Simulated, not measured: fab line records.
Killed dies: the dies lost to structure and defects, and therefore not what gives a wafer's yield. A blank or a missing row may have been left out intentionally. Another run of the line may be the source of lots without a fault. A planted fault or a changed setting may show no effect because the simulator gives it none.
fab line records ; flow sky130
record: lots: 14; wafers: 42; last-day: 51
route steps=708 shown VT_ADJUST_HVTP@95 VT_ADJUST_NCORE@130 GATE_OXIDE@196 RES_PROTECT@214
lots with no fault: from the same line, run without faults
start-h: start of the lot's first displayed wafer, in hours after the record's first day ; wait-h: time in hours since the lot's previous step ; " the same as in the row above ; L1.1+2: a single row standing in for several wafers ; - no value present, or no start provided ; * or withheld: withheld ; < > ~ a bound
route shown NAME@n: names a module that has steps shown in the file, with the first one's number in the route ; usual: the fault-free wafers' mean and standard deviation ; same: alike in all rows ; chamber/n: place in a boat ; sites: the reading at each site ; _std_site: standard deviation of those values ; _edge_site: the outer-site mean with the inner-site mean subtracted ; radius-mm: for every site, how far away it sits from the centre of the wafer ; mask NAME#n: copy n ; behind: the most recent tool/chamber to have shaped the wafer ; hold: reason for holding the lot/hours on hold/outcome of the hold ; device: the n, p or np transistor that did not switch ; end of line: tests run on the same wafers once the route is complete ; step lacking rows: just its recipe ; killed: not the wafer's yield, but the dies lost to structure and defects at the first sort ; map: dies across one wafer; x = killed, . = not, _ = none there
set.NAME: the run value of the setting; set.NAME@STEP: its run value at that earlier step ; model.NAME: the simulator's own value behind a step, which no gauge read
the route's steps for a sample of lots (tables are steps, rows are wafers)
services: the hour from which a tool's chamber was out of use, counted from the record's first day as start-h (under 0 if before that day), plus the number of hours and why
== steps ==
step: SKY_VT_ADJUST_HVTP_STRIP_10
recipe: chemistry: O2/N2; power-w: 1400; pressure-mtorr: 1500; platen-temp-c: withheld; o2-flow-sccm: 3000; n2-flow-sccm: 300; overash-fraction: 0.5
usual: drypump-motor-current-A: 5.7/0.39; oes-product-au: 0.716/0.0047; strip-time-to-endpoint-s: 14.16/0.042
lot.wafer;tool;chamber;start-h;wait-h;drypump-motor-current-A;oes-product-au;rf-hours-counter-h;strip-time-to-endpoint-s
L128.2;plasma-asher-04;0;131.41;0.1;5.6;0.707;43;14.19
L128.4;plasma-asher-04;1;131.41;0.1;6.2;0.712;-;14.16
L128.5;plasma-asher-04;1;131.41;0.1;6.2;0.705;-;14.10
L131.1;plasma-asher-03;1;148.63;0.1;5.2;0.715;3;14.16
L131.2;plasma-asher-03;0;148.63;0.1;5.3;0.713;3;14.15
L131.6;plasma-asher-03;1;148.63;0.1;5.2;0.715;-;14.14
L133.4;plasma-asher-02;1;160.11;0.1;6.1;0.716;-;14.21
L133.5;plasma-asher-02;0;160.11;0.1;5.6;0.718;-;14.18
L133.6;plasma-asher-02;1;160.11;0.1;6.1;0.715;-;14.24
L135.3;plasma-asher-04;1;171.66;0.1;6.2;0.712;-;14.15
L135.4;plasma-asher-04;0;171.66;0.1;5.6;0.717;-;14.14
L135.6;plasma-asher-04;0;171.66;0.1;5.6;0.715;-;14.09
L136.1;plasma-asher-04;1;179.38;0.1;6.3;0.713;45;14.16
L136.2;plasma-asher-04;0;179.38;0.1;5.6;0.711;45;14.16
L136.3;plasma-asher-04;0;179.38;0.1;5.6;0.713;-;14.17
L139.1;plasma-asher-04;0;197.02;0.1;5.6;0.714;48;14.17
L139.2;plasma-asher-04;1;197.02;0.1;6.3;0.719;48;14.16
L139.3;plasma-asher-04;1;197.02;0.1;6.3;0.720;-;14.13
L142.3;plasma-asher-04;0;216.56;0.1;5.6;0.715;-;14.07
L142.5;plasma-asher-04;1;216.56;0.1;6.3;0.709;-;14.02
L142.6;plasma-asher-04;0;216.56;0.1;5.6;0.716;-;14.09
L143.2;plasma-asher-02;1;222.87;0.1;6.1;0.712;43;14.18
L143.3;plasma-asher-02;0;222.87;0.1;5.6;0.714;-;14.13
L143.6;plasma-asher-02;1;222.87;0.1;6.1;0.718;-;14.15
L145.1;plasma-asher-04;0;234.67;0.1;5.6;0.715;51;14.16
L145.2;plasma-asher-04;1;234.67;0.1;6.3;0.720;51;14.14
L145.5;plasma-asher-04;1;234.67;0.1;6.2;0.712;-;14.18
L147.1;plasma-asher-04;1;243.47;0.1;6.3;0.725;52;14.22
L147.3;plasma-asher-04;1;243.47;0.1;6.3;0.708;-;14.20
L147.6;plasma-asher-04;1;243.47;0.1;6.3;0.724;-;14.20
L148.1;plasma-asher-02;0;253.27;0.1;5.6;0.718;46;14.15
L148.2;plasma-asher-02;1;253.27;0.1;6.1;0.720;46;14.18
L148.3;plasma-asher-02;0;253.27;0.1;5.6;0.716;-;14.14
L149.1;plasma-asher-03;1;263.56;0.1;5.2;0.713;14;14.14
L149.4;plasma-asher-03;0;263.56;0.1;5.3;0.716;-;14.17
L149.6;plasma-asher-03;1;263.56;0.1;5.2;0.716;-;14.15
L150.3;plasma-asher-03;0;265.09;0.1;5.3;0.714;-;14.19
L150.5;plasma-asher-03;1;265.09;0.1;5.2;0.717;-;14.20
L150.6;plasma-asher-03;0;265.09;0.1;5.3;0.712;-;14.23
L151.2;plasma-asher-03;1;268.02;0.1;5.2;0.713;14;14.13
L151.3;plasma-asher-03;0;268.02;0.1;5.3;0.713;-;14.08
L151.6;plasma-asher-03;0;268.02;0.1;5.3;0.711;-;14.12
step: SKY_VT_ADJUST_NCORE_TW_MEAS_11
usual: VT_ADJUST_NCORE_TW: 220.3/1.3
lot.wafer;tool;chamber;start-h;wait-h;VT_ADJUST_NCORE_TW
L128.2;film-metro-03;-;191.41;0.1;219.4
L128.4;film-metro-03;-;191.41;0.1;219.8
L128.5;film-metro-03;-;191.41;0.1;219.8
L131.1;film-metro-02;-;210.75;0.1;222.3
L131.2;film-metro-02;-;210.75;0.1;219.7
L131.6;film-metro-02;-;210.75;0.1;221.0
L133.4;film-metro-02;-;225.08;0.1;219.5
L133.5;film-metro-02;-;225.08;0.1;221.4
L133.6;film-metro-02;-;225.08;0.1;221.7
L135.3;film-metro-04;-;237.87;0.1;219.4
L135.4;film-metro-04;-;237.87;0.1;218.5
L135.6;film-metro-04;-;237.87;0.1;218.4
L136.1;film-metro-02;-;245.22;0.1;222.0
L136.2;film-metro-02;-;245.22;0.1;221.1
L136.3;film-metro-02;-;245.22;0.1;222.0
L139.1;film-metro-04;-;265.20;0.1;219.3
L139.2;film-metro-04;-;265.20;0.1;218.2
L139.3;film-metro-04;-;265.20;0.1;219.7
L142.3;film-metro-04;-;287.99;0.1;221.3
L142.5;film-metro-04;-;287.99;0.1;221.1
L142.6;film-metro-04;-;287.99;0.1;220.3
L143.2;film-metro-02;-;294.58;0.1;220.3
L143.3;film-metro-02;-;294.58;0.1;221.4
L143.6;film-metro-02;-;294.58;0.1;220.5
L145.1;film-metro-03;-;308.75;0.1;220.2
L145.2;film-metro-03;-;308.75;0.1;218.2
L145.5;film-metro-03;-;308.75;0.1;219.4
L147.1;film-metro-03;-;319.35;0.1;220.5
L147.3;film-metro-03;-;319.35;0.1;219.4
L147.6;film-metro-03;-;319.35;0.1;220.4
L148.1;film-metro-02;-;330.52;0.1;220.1
L148.2;film-metro-02;-;330.52;0.1;221.9
L148.3;film-metro-02;-;330.52;0.1;221.8
L149.1;film-metro-02;-;340.82;0.1;220.1
L149.4;film-metro-02;-;340.82;0.1;221.6
L149.6;film-metro-02;-;340.82;0.1;220.6
L150.3;film-metro-02;-;342.49;0.1;220.7
L150.5;film-metro-02;-;342.49;0.1;220.6
L150.6;film-metro-02;-;342.49;0.1;219.9
L151.2;film-metro-02;-;345.53;0.1;221.0
L151.3;film-metro-02;-;345.53;0.1;221.0
L151.6;film-metro-02;-;345.53;0.1;221.0
step: SKY_GATE_OXIDE_DEVELOP_09
recipe: resist: NOVOLAK; developer: TMAH; develop-time-s: 60; dev-temp-c: 23
usual: chill-plate-temp-C: 22.99/0.095; develop-time-s: 60/0
lot.wafer;tool;chamber;start-h;wait-h;chill-plate-temp-C;develop-time-s
L128.2;litho-track-03;0;316.54;0.1;22.91;60
L128.4;litho-track-03;0;316.54;0.1;22.99;60
L128.5;litho-track-03;0;316.54;0.1;23.06;60
L131.1;litho-track-01;0;342.00;0.1;22.97;60
L131.2;litho-track-01;0;342.00;0.1;22.88;60
L131.6;litho-track-01;0;342.00;0.1;22.86;60
L133.4;litho-track-03;0;360.39;0.1;23.18;60
L133.5;litho-track-03;0;360.39;0.1;22.87;60
L133.6;litho-track-03;0;360.39;0.1;22.94;60
L135.3;litho-track-03;0;377.07;0.1;23.02;60
L135.4;litho-track-03;0;377.07;0.1;22.86;60
L135.6;litho-track-03;0;377.07;0.1;23.04;60
L136.1;litho-track-04;0;387.05;0.1;23.01;60
L136.2;litho-track-04;0;387.05;0.1;23.02;60
L136.3;litho-track-04;0;387.05;0.1;23.03;60
L139.1;litho-track-01;0;412.00;0.1;22.93;60
L139.2;litho-track-01;0;412.00;0.1;23.10;60
L139.3;litho-track-01;0;412.00;0.1;23.05;60
L142.3;litho-track-04;-;440.00;0.1;-;-
L142.5;litho-track-04;-;440.00;0.1;-;-
L142.6;litho-track-04;-;440.00;0.1;-;-
L143.2;litho-track-01;-;446.77;0.1;-;-
L143.3;litho-track-01;-;446.77;0.1;-;-
L143.6;litho-track-01;-;446.77;0.1;-;-
L145.1;litho-track-04;0;460.80;0.1;23.08;60
L145.2;litho-track-04;0;460.80;0.1;23.06;60
L145.5;litho-track-04;0;460.80;0.1;22.95;60
L147.1;litho-track-01;0;473.90;0.1;22.98;60
L147.3;litho-track-01;0;473.90;0.1;22.97;60
L147.6;litho-track-01;0;473.90;0.1;22.93;60
L148.1;litho-track-01;0;489.00;0.1;22.91;60
L148.2;litho-track-01;0;489.00;0.1;23.05;60
L148.3;litho-track-01;0;489.00;0.1;22.97;60
L149.1;litho-track-03;0;499.87;0.1;22.97;60
L149.4;litho-track-03;0;499.87;0.1;22.98;60
L149.6;litho-track-03;0;499.87;0.1;23.04;60
L150.3;litho-track-01;0;502.45;0.1;22.83;60
L150.5;litho-track-01;0;502.45;0.1;23.03;60
L150.6;litho-track-01;0;502.45;0.1;22.99;60
L151.2;litho-track-03;0;505.64;0.1;23.13;60
L151.3;litho-track-03;0;505.64;0.1;23.02;60
L151.6;litho-track-03;0;505.64;0.1;23.05;60
step: SKY_RES_PROTECT_STRIP_07
recipe: chemistry: O2/N2; power-w: 1400; pressure-mtorr: 1500; platen-temp-c: withheld; o2-flow-sccm: 3000; n2-flow-sccm: 300; overash-fraction: 0.5
usual: drypump-motor-current-A: 5.8/0.33; oes-product-au: 0.517/0.0044; strip-time-to-endpoint-s: 23.29/0.042
lot.wafer;tool;chamber;start-h;wait-h;drypump-motor-current-A;oes-product-au;rf-hours-counter-h;strip-time-to-endpoint-s
L128.2;plasma-asher-01;0;349.67;0.1;5.2;0.513;68;23.27
L128.4;plasma-asher-01;1;349.67;0.1;5.7;0.512;-;23.33
L128.5;plasma-asher-01;0;349.67;0.1;5.2;0.518;-;23.27
L131.1;plasma-asher-01;0;374.80;0.1;5.2;0.523;70;23.29
L131.2;plasma-asher-01;1;374.80;0.1;5.8;0.522;70;23.30
L131.6;plasma-asher-01;1;374.80;0.1;5.8;0.516;-;23.25
L133.4;plasma-asher-02;1;391.70;0.1;6.1;0.514;-;23.32
L133.5;plasma-asher-02;0;391.70;0.1;5.6;0.518;-;23.34
L133.6;plasma-asher-02;1;391.70;0.1;6.1;0.511;-;23.28
L135.3;plasma-asher-01;1;414.30;0.1;5.8;0.517;-;23.30
L135.4;plasma-asher-01;0;414.30;0.1;5.2;0.513;-;23.29
L135.6;plasma-asher-01;0;414.30;0.1;5.2;0.522;-;23.26
L136.1;plasma-asher-04;1;421.70;0.1;6.3;0.517;70;23.24
L136.2;plasma-asher-04;0;421.70;0.1;5.6;0.517;70;23.25
L136.3;plasma-asher-04;0;421.70;0.1;5.6;0.521;-;23.29
L139.1;plasma-asher-04;1;447.20;0.1;6.3;0.521;73;23.34
L139.2;plasma-asher-04;0;447.20;0.1;5.6;0.518;73;23.37
L139.3;plasma-asher-04;1;447.20;0.1;6.3;0.513;-;23.30
L145.1;plasma-asher-02;1;497.87;0.1;6.1;0.510;69;23.22
L145.2;plasma-asher-02;0;497.87;0.1;5.7;0.516;69;23.23
L145.5;plasma-asher-02;0;497.87;0.1;5.7;0.519;-;23.22
L147.1;plasma-asher-01;1;507.90;0.1;5.8;0.524;8;23.30
L147.3;plasma-asher-01;1;507.90;0.1;5.7;0.514;-;23.32
L147.6;plasma-asher-01;1;507.90;0.1;5.8;0.511;-;23.37
L148.1;plasma-asher-02;0;524.47;0.1;5.7;0.515;72;23.27
L148.2;plasma-asher-02;1;524.47;0.1;6.1;0.516;72;23.35
L148.3;plasma-asher-02;1;524.47;0.1;6.1;0.517;-;23.31
L149.1;plasma-asher-02;1;534.10;0.1;6.1;0.520;73;23.23
L149.4;plasma-asher-02;1;534.10;0.1;6.1;0.518;-;23.27
L149.6;plasma-asher-02;1;534.10;0.1;6.1;0.525;-;23.27
L150.3;plasma-asher-04;0;536.83;0.1;5.6;0.519;-;23.33
L150.5;plasma-asher-04;0;536.83;0.1;5.6;0.514;-;23.36
L150.6;plasma-asher-04;1;536.83;0.1;6.3;0.513;-;23.38
L151.2;plasma-asher-04;0;539.66;0.1;5.6;0.510;82;23.28
L151.3;plasma-asher-04;0;539.66;0.1;5.6;0.522;-;23.32
L151.6;plasma-asher-04;0;539.66;0.1;5.6;0.516;-;23.29
== services ==
tool;chamber;start-h;hours;kind
plasma-asher-03;-;108.75;9.0;pm
plasma-asher-03;0;108.75;9.0;vent-cycle
plasma-asher-03;1;108.75;9.0;vent-cycle
plasma-asher-03;0;117.75;-;clean
plasma-asher-03;1;117.75;-;clean
plasma-asher-02;-;123.05;1.7;repair
plasma-asher-02;-;125.45;3.9;repair
plasma-asher-04;-;144.76;23.9;pm
plasma-asher-03;-;158.51;19.9;repair
plasma-asher-01;-;182.72;3.4;repair
plasma-asher-02;-;184.59;14.6;pm
plasma-asher-01;-;239.63;2.8;pm
plasma-asher-03;-;293.40;2.7;repair
litho-track-01;-;294.31;-;consumable-replace:filter
plasma-asher-02;-;304.74;2.6;repair
plasma-asher-02;-;316.02;5.2;pm
plasma-asher-01;-;331.24;0.4;repair
plasma-asher-02;-;333.80;3.8;repair
plasma-asher-03;-;340.07;2.8;repair
plasma-asher-01;-;354.31;7.2;repair
plasma-asher-01;-;421.25;9.0;pm
plasma-asher-01;0;421.25;9.0;vent-cycle
plasma-asher-01;1;421.25;9.0;vent-cycle
plasma-asher-01;-;460.18;0.7;repair
== key ==
first-sign: step: SKY_GATE_OXIDE_DEVELOP_09; reading: tool-record; direction: missing
effect none on later readings
met-at SKY_GATE_OXIDE_DEVELOP_09
struck-lots L142,L143
later-rows-left-out L142.3,L142.5,L142.6,L143.2,L143.3,L143.6
sort-left-out L142.3,L142.5,L142.6,L143.2,L143.3,L143.6
tester-left-out L142,L143
not-acting-at SKY_VT_ADJUST_HVTP_STRIP_10,SKY_VT_ADJUST_NCORE_TW_MEAS_11,SKY_RES_PROTECT_STRIP_07
onset-between 412.00 440.00
fault: kind: skipped-step-whole; tool: litho-track-01,litho-track-04; chamber: -; onset-h: 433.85; steps: SKY_GATE_OXIDE_DEVELOP_09; scope: struck-lots-only
tester-left-out: of these lots the tester's yield and bins aren't shown, on N5 and GAA mostly nor the transistor test; their killed dies are dies lost to structure and defects alone, not to doping, threshold or leakage, so they don't give the yield
sort-left-out: the simulated sort isn't trusted on such a fault, so these wafers' sort isn't shown, and their yield isn't known
later-rows-left-out: the simulator's readings of these wafers behind a module that went badly wrong aren't trusted and aren't shown, but for the sort
